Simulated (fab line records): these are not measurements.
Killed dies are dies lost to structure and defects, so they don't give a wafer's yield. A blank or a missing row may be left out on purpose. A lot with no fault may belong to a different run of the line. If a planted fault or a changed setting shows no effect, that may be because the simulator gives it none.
Chamber matching -- flow sky130 -- 4 sister chambers for SKY_METAL3_ETCH_17 on rie diel-04
The step etches SiO2 in C4F8/O2/Ar, stops on TiN, time 3.9 s, target depth 15 nm. 18 wafers are shown with their chamber, then 9 later ones without.

== WAFERS WITH THEIR CHAMBER ==
wafer,chamber,oes product au (a.u.)
L076.1,0,0.752
L076.2,1,0.758
L076.4,2,0.755
L077.4,2,0.767
L077.5,1,0.756
L077.6,0,0.761
L082.2,2,0.754
L082.5,0,0.763
L082.6,1,0.751
L083.2,1,0.752
L083.4,0,0.751
L083.6,2,0.750
L089.1,1,0.754
L089.2,3,0.759
L089.5,3,0.769
L092.1,1,0.759
L092.5,3,0.749
L092.6,0,0.764

SIGNATURES, as means of the wafers listed above
reading,chamber 0,chamber 1,chamber 2,chamber 3,scatter within a chamber
oes product au,0.75820,0.75500,0.75650,0.75900,0.00637
Rule: a wafer's distance from a chamber is the root of the sum, over the readings, of the square of ((its reading less the chamber's mean) divided by the reading's scatter). The wafer belongs to the nearest chamber; if the next one is less than 2 further off, it can't be placed. The scatter is the square root of a quotient: the sum, over the shown wafers, of each reading's squared deviation from its chamber's mean, divided by wafers minus chambers.

== WAFERS MISSING THEIR CHAMBER ==
wafer,oes product au (a.u.)
L094.2,0.747
L094.3,0.754
L094.4,0.754
L095.1,0.749
L095.4,0.762
L095.5,0.767
L097.1,0.753
L097.3,0.749
L097.4,0.749

== WHICH CHAMBER EACH WENT THROUGH ==
wafer,from the rows above,in truth
L094.2,can't be placed: 1 or 2 or 0 or 3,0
L094.3,can't be placed: 1 or 2 or 0 or 3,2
L094.4,can't be placed: 1 or 2 or 0 or 3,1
L095.1,can't be placed: 1 or 2 or 0 or 3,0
L095.4,can't be placed: 3 or 0 or 2 or 1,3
L095.5,can't be placed: 3 or 0 or 2 or 1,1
L097.1,can't be placed: 1 or 2 or 0 or 3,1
L097.3,can't be placed: 1 or 2 or 0 or 3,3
L097.4,can't be placed: 1 or 2 or 0 or 3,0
Correctly placed: 0 of 9. Can't be placed from these rows: 9 (the true chamber is among the candidates in 9). 0 placed wrongly.
